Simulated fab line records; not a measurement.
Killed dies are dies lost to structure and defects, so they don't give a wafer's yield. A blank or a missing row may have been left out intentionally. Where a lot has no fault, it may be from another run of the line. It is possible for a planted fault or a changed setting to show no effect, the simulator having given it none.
fab line records -- flow gf180mcu
record: lots: 24, wafers: 72, last-day: 34
route steps=602 shown M1@330 V2@398 M4@470 V4@498 MIM@514
lots with no fault: from the same line, run without faults
start-h: the number of hours between the record's first day and the start of the first shown wafer of the lot -- wait-h: hours from the lot's prior step to this one -- " identical to the entry in the row above -- L1.1+2: one row covering several wafers at once -- - either no value or no given start -- * or withheld: withheld -- < > ~ a bound
route shown NAME@n: NAME is a module with steps in the file, n the number in the route of the first one -- usual: mean and standard deviation over wafers with no fault -- same: alike in all rows -- chamber/n: place in a boat -- sites: per-site readings -- _std_site: the values' standard deviation -- _edge_site: mean of outer sites minus mean of inner sites -- radius-mm: for every site, how far away it sits from the centre of the wafer -- mask NAME#n: copy n -- behind: the last tool/chamber to shape the wafer -- hold: reason for holding the lot/hours on hold/outcome of the hold -- device: names the non-switching transistor (n, p or np) -- end of line: tests of these same wafers at the route's end -- a step with no rows: only its recipe -- killed: at the first sort, the dies lost to defects and structure; wafer yield is something else -- map: dies across one wafer; x = killed, . = not, _ = none there
set.NAME: the setting that was run; set.NAME@STEP: the one run at that earlier step -- model.NAME: the simulator's own value behind a step, which no gauge read
the route's steps for a sample of lots (tables are steps, rows are wafers)
services: when a tool's chamber went out of use (start-h, in hours from the record's first day, below 0 if earlier), for how many hours, and the reason
== steps ==
step: GF_M1_OVL_MEAS_15
usual: M1_OVL: -3/5.6
lot.wafer,tool,chamber,start-h,wait-h,M1_OVL[nm]
L074.1,overlay-02,-,386.92,0.1,-9
L074.3,overlay-02,-,386.92,0.1,-6
L074.4,overlay-02,-,386.92,0.1,-5
L075.1,overlay-02,-,389.39,0.1,-6
L075.5,overlay-02,-,389.39,0.1,-7
L075.6,overlay-02,-,389.39,0.1,-2
L076.1,overlay-02,-,399.34,0.1,-6
L076.4,overlay-02,-,399.34,0.1,0
L076.6,overlay-02,-,399.34,0.1,-6
L077.1,overlay-01,-,418.49,0.1,0
L077.5,overlay-01,-,418.49,0.1,3
L077.6,overlay-01,-,418.49,0.1,-4
L078.1,overlay-02,-,428.69,0.1,-4
L078.4,overlay-02,-,428.69,0.1,-3
L078.5,overlay-02,-,428.69,0.1,-2
L080.1,overlay-01,-,448.21,0.1,1
L080.4,overlay-01,-,448.21,0.1,2
L080.5,overlay-01,-,448.21,0.1,6
L079.2,overlay-01,-,448.57,0.1,-1
L079.4,overlay-01,-,448.57,0.1,6
L079.5,overlay-01,-,448.57,0.1,3
L081.1,overlay-01,-,460.44,0.1,-9
L081.2,overlay-01,-,460.44,0.1,-3
L081.6,overlay-01,-,460.44,0.1,-8
L082.4,overlay-01,-,460.81,0.1,-2
L082.5,overlay-01,-,460.81,0.1,-3
L082.6,overlay-01,-,460.81,0.1,0
L083.1,overlay-01,-,471.94,0.1,-2
L083.5,overlay-01,-,471.94,0.1,-3
L083.6,overlay-01,-,471.94,0.1,-2
L084.2,overlay-02,-,482.80,0.1,-2
L084.4,overlay-02,-,482.80,0.1,-7
L084.6,overlay-02,-,482.80,0.1,-5
L085.2,overlay-02,-,492.95,0.1,-5
L085.4,overlay-02,-,492.95,0.1,-2
L085.6,overlay-02,-,492.95,0.1,-1
L086.3,overlay-01,-,494.22,0.1,0
L086.5,overlay-01,-,494.22,0.1,-4
L086.6,overlay-01,-,494.22,0.1,-1
L087.1,overlay-01,-,507.99,0.1,-1
L087.3,overlay-01,-,507.99,0.1,1
L087.6,overlay-01,-,507.99,0.1,-10
L088.1,overlay-02,-,509.71,0.1,4
L088.2,overlay-02,-,509.71,0.1,2
L088.6,overlay-02,-,509.71,0.1,4
L089.1,overlay-02,-,521.29,0.1,-12
L089.4,overlay-02,-,521.29,0.1,1
L089.6,overlay-02,-,521.29,0.1,-13
L090.1,overlay-02,-,527.86,0.1,-4
L090.4,overlay-02,-,527.86,0.1,-7
L090.6,overlay-02,-,527.86,0.1,-2
L091.1,overlay-01,-,531.34,0.1,-13
L091.2,overlay-01,-,531.34,0.1,-15
L091.3,overlay-01,-,531.34,0.1,-12
L092.1,overlay-01,-,539.79,0.1,-1
L092.5,overlay-01,-,539.79,0.1,-1
L092.6,overlay-01,-,539.79,0.1,-9
L093.2,overlay-01,-,552.60,0.1,-7
L093.4,overlay-01,-,552.60,0.1,-4
L093.5,overlay-01,-,552.60,0.1,-4
L094.1,overlay-01,-,558.14,0.1,0
L094.2,overlay-01,-,558.14,0.1,-7
L094.6,overlay-01,-,558.14,0.1,-10
L095.1,overlay-01,-,564.79,0.1,-8
L095.4,overlay-01,-,564.79,0.1,1
L095.5,overlay-01,-,564.79,0.1,-4
L096.1,overlay-01,-,572.19,0.1,-12
L096.4,overlay-01,-,572.19,0.1,-11
L096.5,overlay-01,-,572.19,0.1,-16
L097.1,overlay-02,-,582.79,0.1,7
L097.2,overlay-02,-,582.79,0.1,5
L097.5,overlay-02,-,582.79,0.1,8
step: GF_V2_ETCH_16
recipe: chemistry: N2/H2, target-depth-a: withheld, overetch-a: withheld, time-s: withheld, target: BARC, ion-energy-ev: 200, source-w: 500, bias-w: 100, pressure-mtorr: 30, n2-flow-sccm: 100, h2-flow-sccm: 200
usual: drypump-motor-current-A: 5.6/0.49, oes-product-au: 0.855/0.0049, throttle-valve-pct: 13.223/0.0093
lot.wafer,tool,chamber,start-h,wait-h,drypump-motor-current-A,oes-product-au,throttle-valve-pct
L074.1,rie-diel-04,1,463.38,0.0,6.4,0.857,13.229
L074.3,rie-diel-04,2,463.38,0.0,6.0,0.855,13.228
L074.4,rie-diel-04,3,463.38,0.0,6.2,0.851,13.223
L075.1,rie-diel-02,2,465.88,0.0,5.9,0.866,13.219
L075.5,rie-diel-02,0,465.88,0.0,5.3,0.866,13.212
L075.6,rie-diel-02,3,465.88,0.0,5.3,0.861,13.227
L076.1,rie-diel-02,0,475.52,0.0,5.3,0.847,13.219
L076.4,rie-diel-02,2,475.52,0.0,5.9,0.857,13.210
L076.6,rie-diel-02,0,475.52,0.0,5.3,0.852,13.221
L077.1,rie-diel-04,3,495.23,0.0,6.1,0.856,13.220
L077.5,rie-diel-04,3,495.23,0.0,6.2,0.856,13.225
L077.6,rie-diel-04,0,495.23,0.0,5.3,0.855,13.231
L078.1,rie-diel-02,0,504.72,0.0,5.3,0.855,13.225
L078.4,rie-diel-02,1,504.72,0.0,5.6,0.861,13.207
L078.5,rie-diel-02,1,504.72,0.0,5.7,0.851,13.228
L080.1,rie-diel-02,2,523.57,0.0,5.8,0.855,13.223
L080.4,rie-diel-02,0,523.57,0.0,5.3,0.861,13.228
L080.5,rie-diel-02,3,523.57,0.0,5.3,0.851,13.217
L079.2,rie-diel-01,1,525.22,0.0,5.1,0.853,13.213
L079.4,rie-diel-01,2,525.22,0.0,4.7,0.860,13.236
L079.5,rie-diel-01,2,525.22,0.0,4.7,0.856,13.219
L082.4,rie-diel-04,2,536.70,0.0,6.0,0.856,13.222
L082.5,rie-diel-04,2,536.70,0.0,6.0,0.865,13.227
L082.6,rie-diel-04,1,536.70,0.0,6.4,0.855,13.232
L081.1,rie-diel-01,3,537.23,0.0,6.3,0.862,13.205
L081.2,rie-diel-01,1,537.23,0.0,5.1,0.857,13.217
L081.6,rie-diel-01,0,537.23,0.0,5.9,0.850,13.220
L083.1,rie-diel-02,1,546.58,0.0,5.7,0.855,13.239
L083.5,rie-diel-02,3,546.58,0.0,5.3,0.853,13.232
L083.6,rie-diel-02,2,546.58,0.0,5.9,0.858,13.233
L084.2,rie-diel-02,1,556.17,0.0,5.7,0.852,13.212
L084.4,rie-diel-02,2,556.17,0.0,5.9,0.852,13.231
L084.6,rie-diel-02,0,556.17,0.0,5.3,0.858,13.226
L085.2,rie-diel-01,2,565.54,0.0,4.7,0.851,13.227
L085.4,rie-diel-01,0,565.54,0.0,5.9,0.851,13.223
L085.6,rie-diel-01,3,565.54,0.0,6.3,0.854,13.217
L086.3,rie-diel-02,1,566.78,0.0,5.7,0.846,13.226
L086.5,rie-diel-02,3,566.78,0.0,5.3,0.859,13.231
L086.6,rie-diel-02,1,566.78,0.0,5.7,0.856,13.235
L087.1,rie-diel-01,1,580.12,0.0,5.1,0.852,13.219
L087.3,rie-diel-01,2,580.12,0.0,4.7,0.854,13.240
L087.6,rie-diel-01,1,580.12,0.0,5.1,0.862,13.220
L088.1,rie-diel-01,3,581.27,0.0,6.3,0.861,13.222
L088.2,rie-diel-01,2,581.27,0.0,4.7,0.862,13.237
L088.6,rie-diel-01,3,581.27,0.0,6.3,0.852,13.218
L089.1,rie-diel-01,1,592.22,0.0,5.1,0.849,13.236
L089.4,rie-diel-01,3,592.22,0.0,6.3,0.856,13.228
L089.6,rie-diel-01,3,592.22,0.0,6.3,0.854,13.217
L090.1,rie-diel-01,0,599.17,0.0,5.9,0.844,13.217
L090.4,rie-diel-01,2,599.17,0.0,4.7,0.859,13.234
L090.6,rie-diel-01,1,599.17,0.0,5.1,0.852,13.210
L091.1,rie-diel-01,1,601.17,0.0,5.1,0.854,13.213
L091.2,rie-diel-01,2,601.17,0.0,4.7,0.846,13.220
L091.3,rie-diel-01,3,601.17,0.0,6.3,0.848,13.206
L092.1,rie-diel-02,1,609.07,0.0,5.7,0.859,13.231
L092.5,rie-diel-02,1,609.07,0.0,5.7,0.852,13.225
L092.6,rie-diel-02,2,609.07,0.0,5.9,0.853,13.234
L093.2,rie-diel-02,2,618.72,0.0,5.9,0.853,13.212
L093.4,rie-diel-02,0,618.72,0.0,5.3,0.862,13.249
L093.5,rie-diel-02,0,618.72,0.0,5.3,0.847,13.231
L094.1,rie-diel-01,0,622.28,0.0,6.0,0.843,13.220
L094.2,rie-diel-01,3,622.28,0.0,6.3,0.858,13.212
L094.6,rie-diel-01,1,622.28,0.0,5.1,0.867,13.230
L095.1,rie-diel-04,0,629.78,0.0,5.3,0.857,13.221
L095.4,rie-diel-04,2,629.78,0.0,6.0,0.853,13.217
L095.5,rie-diel-04,3,629.78,0.0,6.2,0.853,13.232
L096.1,rie-diel-02,2,637.48,0.0,5.9,0.854,13.214
L096.4,rie-diel-02,3,637.48,0.0,5.2,0.862,13.225
L096.5,rie-diel-02,0,637.48,0.0,5.3,0.850,13.236
L097.1,rie-diel-02,0,646.73,0.0,5.3,0.850,13.230
L097.2,rie-diel-02,1,646.73,0.0,5.7,0.850,13.197
L097.5,rie-diel-02,3,646.73,0.0,5.3,0.854,13.225
step: GF_M4_CD_MEAS_14
recipe: target-cd-nm: 280
usual: cd-nm: 279.7/1.3
lot.wafer,tool,chamber,start-h,wait-h,cd-nm
L074.1,cd-sem-01,-,538.62,0.1,280.4
L074.3,cd-sem-01,-,538.62,0.1,280.3
L074.4,cd-sem-01,-,538.62,0.1,279.8
L075.1,cd-sem-01,-,540.36,0.1,280.0
L075.5,cd-sem-01,-,540.36,0.1,279.1
L075.6,cd-sem-01,-,540.36,0.1,278.7
L076.1,cd-sem-01,-,548.82,0.1,279.9
L076.4,cd-sem-01,-,548.82,0.1,281.9
L076.6,cd-sem-01,-,548.82,0.1,282.2
L077.1,cd-sem-01,-,568.24,0.1,280.7
L077.5,cd-sem-01,-,568.24,0.1,278.7
L077.6,cd-sem-01,-,568.24,0.1,279.7
L078.1,cd-sem-01,-,576.84,0.2,278.2
L078.4,cd-sem-01,-,576.84,0.2,279.2
L078.5,cd-sem-01,-,576.84,0.2,278.4
L080.1,cd-sem-02,-,594.04,0.1,279.8
L080.4,cd-sem-02,-,594.04,0.1,280.2
L080.5,cd-sem-02,-,594.04,0.1,279.6
L079.2,cd-sem-02,-,596.38,0.1,280.2
L079.4,cd-sem-02,-,596.38,0.1,279.2
L079.5,cd-sem-02,-,596.38,0.1,280.5
L082.4,cd-sem-02,-,606.20,0.1,281.1
L082.5,cd-sem-02,-,606.20,0.1,280.7
L082.6,cd-sem-02,-,606.20,0.1,281.2
L081.1,cd-sem-02,-,607.57,0.1,280.8
L081.2,cd-sem-02,-,607.57,0.1,281.4
L081.6,cd-sem-02,-,607.57,0.1,280.4
L083.1,cd-sem-01,-,613.46,0.1,280.7
L083.5,cd-sem-01,-,613.46,0.1,279.6
L083.6,cd-sem-01,-,613.46,0.1,279.9
L084.2,cd-sem-01,-,621.79,0.1,280.7
L084.4,cd-sem-01,-,621.79,0.1,278.9
L084.6,cd-sem-01,-,621.79,0.1,280.2
L085.2,cd-sem-01,-,630.59,0.1,279.8
L085.4,cd-sem-01,-,630.59,0.1,278.0
L085.6,cd-sem-01,-,630.59,0.1,278.5
L086.3,cd-sem-01,-,631.93,0.1,279.4
L086.5,cd-sem-01,-,631.93,0.1,280.7
L086.6,cd-sem-01,-,631.93,0.1,278.9
L087.1,cd-sem-01,-,643.59,0.1,280.6
L087.3,cd-sem-01,-,643.59,0.1,281.0
L087.6,cd-sem-01,-,643.59,0.1,280.9
L088.1,cd-sem-02,-,645.61,0.2,278.7
L088.2,cd-sem-02,-,645.61,0.2,279.1
L088.6,cd-sem-02,-,645.61,0.2,279.4
L089.1,cd-sem-01,-,654.89,0.1,279.8
L089.4,cd-sem-01,-,654.89,0.1,279.9
L089.6,cd-sem-01,-,654.89,0.1,280.5
L090.1,cd-sem-02,-,661.97,0.1,281.2
L090.4,cd-sem-02,-,661.97,0.1,282.2
L090.6,cd-sem-02,-,661.97,0.1,281.7
L091.1,cd-sem-02,-,663.87,0.1,280.1
L091.2,cd-sem-02,-,663.87,0.1,280.7
L091.3,cd-sem-02,-,663.87,0.1,278.9
L092.1,cd-sem-02,-,671.64,0.1,279.4
L092.5,cd-sem-02,-,671.64,0.1,280.0
L092.6,cd-sem-02,-,671.64,0.1,279.9
L093.2,cd-sem-02,-,683.18,0.1,278.0
L093.4,cd-sem-02,-,683.18,0.1,278.3
L093.5,cd-sem-02,-,683.18,0.1,278.4
L094.1,cd-sem-01,-,685.76,0.1,281.6
L094.2,cd-sem-01,-,685.76,0.1,282.3
L094.6,cd-sem-01,-,685.76,0.1,281.7
L095.1,cd-sem-02,-,692.17,0.1,280.0
L095.4,cd-sem-02,-,692.17,0.1,278.8
L095.5,cd-sem-02,-,692.17,0.1,279.6
L096.1,cd-sem-01,-,699.79,0.1,279.8
L096.4,cd-sem-01,-,699.79,0.1,278.5
L096.5,cd-sem-01,-,699.79,0.1,277.8
L097.1,cd-sem-02,-,708.17,0.1,277.5
L097.2,cd-sem-02,-,708.17,0.1,276.5
L097.5,cd-sem-02,-,708.17,0.1,277.3
step: GF_M4_OVL_MEAS_15
usual: M4_OVL: -1/4.8
lot.wafer,tool,chamber,start-h,wait-h,M4_OVL[nm]
L074.1,overlay-02,-,538.74,0.1,-6
L074.3,overlay-02,-,538.74,0.1,-5
L074.4,overlay-02,-,538.74,0.1,-11
L075.1,overlay-01,-,540.48,0.1,-5
L075.5,overlay-01,-,540.48,0.1,-12
L075.6,overlay-01,-,540.48,0.1,-3
L076.1,overlay-01,-,548.94,0.1,3
L076.4,overlay-01,-,548.94,0.1,-10
L076.6,overlay-01,-,548.94,0.1,-4
L077.1,overlay-01,-,568.36,0.1,4
L077.5,overlay-01,-,568.36,0.1,-4
L077.6,overlay-01,-,568.36,0.1,9
L078.1,overlay-02,-,576.96,0.1,4
L078.4,overlay-02,-,576.96,0.1,-1
L078.5,overlay-02,-,576.96,0.1,-2
L080.1,overlay-01,-,594.16,0.1,3
L080.4,overlay-01,-,594.16,0.1,-2
L080.5,overlay-01,-,594.16,0.1,-2
L079.2,overlay-02,-,596.49,0.1,-3
L079.4,overlay-02,-,596.49,0.1,6
L079.5,overlay-02,-,596.49,0.1,6
L082.4,overlay-01,-,606.28,0.1,-3
L082.5,overlay-01,-,606.28,0.1,-2
L082.6,overlay-01,-,606.28,0.1,-5
L081.1,overlay-01,-,607.69,0.1,-4
L081.2,overlay-01,-,607.69,0.1,-6
L081.6,overlay-01,-,607.69,0.1,1
L083.1,overlay-02,-,613.58,0.1,4
L083.5,overlay-02,-,613.58,0.1,-5
L083.6,overlay-02,-,613.58,0.1,3
L084.2,overlay-01,-,621.90,0.1,2
L084.4,overlay-01,-,621.90,0.1,1
L084.6,overlay-01,-,621.90,0.1,8
L085.2,overlay-01,-,630.70,0.1,1
L085.4,overlay-01,-,630.70,0.1,2
L085.6,overlay-01,-,630.70,0.1,0
L086.3,overlay-01,-,632.02,0.1,0
L086.5,overlay-01,-,632.02,0.1,-4
L086.6,overlay-01,-,632.02,0.1,-2
L087.1,overlay-02,-,643.71,0.1,-1
L087.3,overlay-02,-,643.71,0.1,7
L087.6,overlay-02,-,643.71,0.1,-10
L088.1,overlay-02,-,645.73,0.1,-11
L088.2,overlay-02,-,645.73,0.1,-5
L088.6,overlay-02,-,645.73,0.1,-2
L089.1,overlay-02,-,655.01,0.1,4
L089.4,overlay-02,-,655.01,0.1,7
L089.6,overlay-02,-,655.01,0.1,5
L090.1,overlay-02,-,662.09,0.1,1
L090.4,overlay-02,-,662.09,0.1,-4
L090.6,overlay-02,-,662.09,0.1,-8
L091.1,overlay-02,-,663.99,0.1,0
L091.2,overlay-02,-,663.99,0.1,-3
L091.3,overlay-02,-,663.99,0.1,-1
L092.1,overlay-02,-,671.76,0.1,0
L092.5,overlay-02,-,671.76,0.1,0
L092.6,overlay-02,-,671.76,0.1,1
L093.2,overlay-02,-,683.29,0.1,1
L093.4,overlay-02,-,683.29,0.1,0
L093.5,overlay-02,-,683.29,0.1,5
L094.1,overlay-02,-,685.88,0.1,1
L094.2,overlay-02,-,685.88,0.1,3
L094.6,overlay-02,-,685.88,0.1,-1
L095.1,overlay-01,-,692.29,0.1,-1
L095.4,overlay-01,-,692.29,0.1,-5
L095.5,overlay-01,-,692.29,0.1,1
L096.1,overlay-01,-,699.91,0.1,-10
L096.4,overlay-01,-,699.91,0.1,-3
L096.5,overlay-01,-,699.91,0.1,-2
L097.1,overlay-02,-,708.29,0.1,-2
L097.2,overlay-02,-,708.29,0.1,-5
L097.5,overlay-02,-,708.29,0.1,1
step: GF_V4_SPUTTER_22
recipe: material: TiN, target-thk-nm: 10, chamber-pressure-pa: 5, power-w: 4000, time-s: 40
usual: throttle-valve-pct: 30.0/0.99
lot.wafer,tool,chamber,start-h,wait-h,throttle-valve-pct
L074.1,pvd-sputter-02,-,563.29,0.0,31.9
L074.3,pvd-sputter-02,-,563.29,0.0,30.0
L074.4,pvd-sputter-02,-,563.29,0.0,31.9
L075.1,pvd-sputter-02,-,565.20,0.0,30.9
L075.5,pvd-sputter-02,-,565.20,0.0,31.6
L075.6,pvd-sputter-02,-,565.20,0.0,30.3
L076.1,pvd-sputter-03,-,573.30,0.0,30.5
L076.4,pvd-sputter-03,-,573.30,0.0,30.5
L076.6,pvd-sputter-03,-,573.30,0.0,30.5
L077.1,pvd-sputter-01,-,591.91,0.0,27.9
L077.5,pvd-sputter-01,-,591.91,0.0,29.1
L077.6,pvd-sputter-01,-,591.91,0.0,29.7
L078.1,pvd-sputter-03,-,600.80,0.0,29.7
L078.4,pvd-sputter-03,-,600.80,0.0,30.5
L078.5,pvd-sputter-03,-,600.80,0.0,30.6
L080.1,pvd-sputter-01,-,615.48,0.0,29.6
L080.4,pvd-sputter-01,-,615.48,0.0,29.4
L080.5,pvd-sputter-01,-,615.48,0.0,29.2
L079.2,pvd-sputter-02,-,617.83,0.0,32.1
L079.4,pvd-sputter-02,-,617.83,0.0,30.4
L079.5,pvd-sputter-02,-,617.83,0.0,30.1
L082.4,pvd-sputter-03,-,626.50,0.0,29.7
L082.5,pvd-sputter-03,-,626.50,0.0,29.5
L082.6,pvd-sputter-03,-,626.50,0.0,28.6
L081.1,pvd-sputter-01,-,627.86,0.0,29.1
L081.2,pvd-sputter-01,-,627.86,0.0,29.8
L081.6,pvd-sputter-01,-,627.86,0.0,28.2
L083.1,pvd-sputter-03,-,635.13,0.0,28.7
L083.5,pvd-sputter-03,-,635.13,0.0,30.6
L083.6,pvd-sputter-03,-,635.13,0.0,28.5
L084.2,pvd-sputter-03,-,644.39,0.0,29.3
L084.4,pvd-sputter-03,-,644.39,0.0,30.6
L084.6,pvd-sputter-03,-,644.39,0.0,29.6
L085.2,pvd-sputter-02,-,652.74,0.0,29.8
L085.4,pvd-sputter-02,-,652.74,0.0,32.1
L085.6,pvd-sputter-02,-,652.74,0.0,30.0
L086.3,pvd-sputter-02,-,653.55,0.0,30.0
L086.5,pvd-sputter-02,-,653.55,0.0,30.3
L086.6,pvd-sputter-02,-,653.55,0.0,31.7
L087.1,pvd-sputter-03,-,665.45,0.0,29.6
L087.3,pvd-sputter-03,-,665.45,0.0,30.7
L087.6,pvd-sputter-03,-,665.45,0.0,31.0
L088.1,pvd-sputter-01,-,667.00,0.0,29.1
L088.2,pvd-sputter-01,-,667.00,0.0,27.8
L088.6,pvd-sputter-01,-,667.00,0.0,29.0
L089.1,pvd-sputter-03,-,676.84,0.0,30.7
L089.4,pvd-sputter-03,-,676.84,0.0,30.6
L089.6,pvd-sputter-03,-,676.84,0.0,30.3
L090.1,pvd-sputter-03,-,683.30,0.0,30.3
L090.4,pvd-sputter-03,-,683.30,0.0,30.8
L090.6,pvd-sputter-03,-,683.30,0.0,28.5
L091.1,pvd-sputter-02,-,685.10,0.0,31.6
L091.2,pvd-sputter-02,-,685.10,0.0,30.4
L091.3,pvd-sputter-02,-,685.10,0.0,29.8
L092.1,pvd-sputter-03,-,692.55,0.0,28.6
L092.5,pvd-sputter-03,-,692.55,0.0,29.7
L092.6,pvd-sputter-03,-,692.55,0.0,30.6
L093.2,pvd-sputter-03,-,703.75,0.0,29.6
L093.4,pvd-sputter-03,-,703.75,0.0,28.6
L093.5,pvd-sputter-03,-,703.75,0.0,30.8
L094.1,pvd-sputter-03,-,706.85,0.0,30.5
L094.2,pvd-sputter-03,-,706.85,0.0,28.7
L094.6,pvd-sputter-03,-,706.85,0.0,29.5
L095.1,pvd-sputter-02,-,712.62,0.0,31.0
L095.4,pvd-sputter-02,-,712.62,0.0,30.0
L095.5,pvd-sputter-02,-,712.62,0.0,30.9
L096.1,pvd-sputter-01,-,720.15,0.0,28.8
L096.4,pvd-sputter-01,-,720.15,0.0,28.2
L096.5,pvd-sputter-01,-,720.15,0.0,29.1
L097.1,pvd-sputter-02,-,728.45,0.0,31.1
L097.2,pvd-sputter-02,-,728.45,0.0,31.8
L097.5,pvd-sputter-02,-,728.45,0.0,31.0
step: GF_MIM_THK_MEAS_11
recipe: thk-meas-gauge: xrf, reads: AlCu_of_MIM_SPUTTER_08
usual: MIM_ALCU_THK: 198/3.3
lot.wafer,tool,chamber,start-h,wait-h,MIM_ALCU_THK[nm]
L074.1,film-metro-01,-,564.46,0.1,199
L074.3,film-metro-01,-,564.46,0.1,203
L074.4,film-metro-01,-,564.46,0.1,199
L075.1,film-metro-04,-,566.40,0.1,197
L075.5,film-metro-04,-,566.40,0.1,198
L075.6,film-metro-04,-,566.40,0.1,195
L076.1,film-metro-04,-,574.47,0.1,198
L076.4,film-metro-04,-,574.47,0.1,200
L076.6,film-metro-04,-,574.47,0.1,198
L077.1,film-metro-04,-,593.07,0.1,201
L077.5,film-metro-04,-,593.07,0.1,200
L077.6,film-metro-04,-,593.07,0.1,195
L078.1,film-metro-04,-,601.96,0.1,194
L078.4,film-metro-04,-,601.96,0.1,195
L078.5,film-metro-04,-,601.96,0.1,193
L080.1,film-metro-01,-,616.64,0.1,195
L080.4,film-metro-01,-,616.64,0.1,191
L080.5,film-metro-01,-,616.64,0.1,195
L079.2,film-metro-01,-,619.00,0.1,198
L079.4,film-metro-01,-,619.00,0.1,194
L079.5,film-metro-01,-,619.00,0.1,195
L082.4,film-metro-01,-,627.70,0.1,201
L082.5,film-metro-01,-,627.70,0.1,198
L082.6,film-metro-01,-,627.70,0.1,199
L081.1,film-metro-02,-,629.02,0.1,201
L081.2,film-metro-02,-,629.02,0.1,209
L081.6,film-metro-02,-,629.02,0.1,202
L083.1,film-metro-04,-,636.29,0.1,192
L083.5,film-metro-04,-,636.29,0.1,190
L083.6,film-metro-04,-,636.29,0.1,198
L084.2,film-metro-04,-,645.56,0.1,200
L084.4,film-metro-04,-,645.56,0.1,193
L084.6,film-metro-04,-,645.56,0.1,200
L085.2,film-metro-02,-,653.91,0.1,198
L085.4,film-metro-02,-,653.91,0.1,200
L085.6,film-metro-02,-,653.91,0.1,204
L086.3,film-metro-02,-,654.73,0.1,199
L086.5,film-metro-02,-,654.73,0.1,203
L086.6,film-metro-02,-,654.73,0.1,200
L087.1,film-metro-04,-,666.61,0.1,200
L087.3,film-metro-04,-,666.61,0.1,201
L087.6,film-metro-04,-,666.61,0.1,202
L088.1,film-metro-01,-,668.31,0.1,197
L088.2,film-metro-01,-,668.31,0.1,196
L088.6,film-metro-01,-,668.31,0.1,199
L089.1,film-metro-04,-,678.02,0.1,197
L089.4,film-metro-04,-,678.02,0.1,201
L089.6,film-metro-04,-,678.02,0.1,196
L090.1,film-metro-04,-,684.49,0.1,193
L090.4,film-metro-04,-,684.49,0.1,194
L090.6,film-metro-04,-,684.49,0.1,193
L091.1,film-metro-01,-,686.26,0.1,204
L091.2,film-metro-01,-,686.26,0.1,202
L091.3,film-metro-01,-,686.26,0.1,200
L092.1,film-metro-02,-,693.71,0.1,202
L092.5,film-metro-02,-,693.71,0.1,204
L092.6,film-metro-02,-,693.71,0.1,204
L093.2,film-metro-01,-,705.32,0.1,197
L093.4,film-metro-01,-,705.32,0.1,198
L093.5,film-metro-01,-,705.32,0.1,200
L094.1,film-metro-01,-,708.01,0.1,198
L094.2,film-metro-01,-,708.01,0.1,196
L094.6,film-metro-01,-,708.01,0.1,205
L095.1,film-metro-02,-,713.79,0.1,201
L095.4,film-metro-02,-,713.79,0.1,198
L095.5,film-metro-02,-,713.79,0.1,201
L096.1,film-metro-02,-,721.31,0.1,193
L096.4,film-metro-02,-,721.31,0.1,194
L096.5,film-metro-02,-,721.31,0.1,197
L097.1,film-metro-04,-,729.66,0.1,196
L097.2,film-metro-04,-,729.66,0.1,199
L097.5,film-metro-04,-,729.66,0.1,197
== services ==
tool,chamber,start-h,hours,kind
rie-diel-04,2,441.74,6.2,repair
rie-diel-02,-,463.78,0.3,repair
pvd-sputter-02,-,466.08,6.5,repair
rie-diel-02,2,495.78,5.8,repair
pvd-sputter-03,-,522.53,13.6,repair
rie-diel-02,1,524.39,3.5,repair
rie-diel-02,1,535.59,5.7,repair
rie-diel-04,0,551.92,5.3,repair
rie-diel-02,0,564.16,-,clean
rie-diel-02,0,564.16,38.9,scheduled-down
rie-diel-02,0,564.16,38.9,vent-cycle
rie-diel-01,-,568.75,0.9,repair
pvd-sputter-01,-,581.00,3.0,repair
pvd-sputter-03,2,581.52,-,consumable-replace:kit
pvd-sputter-03,2,581.52,18.0,scheduled-down
rie-diel-01,1,581.69,7.1,repair
rie-diel-04,3,595.13,12.3,repair
rie-diel-02,-,616.53,0.4,repair
rie-diel-01,-,616.99,0.3,repair
rie-diel-04,-,663.49,2.8,pm
rie-diel-02,1,664.06,8.4,repair
rie-diel-02,3,701.66,8.1,repair
rie-diel-02,0,711.61,2.2,repair
pvd-sputter-02,-,717.92,4.7,repair
== key ==
fault none
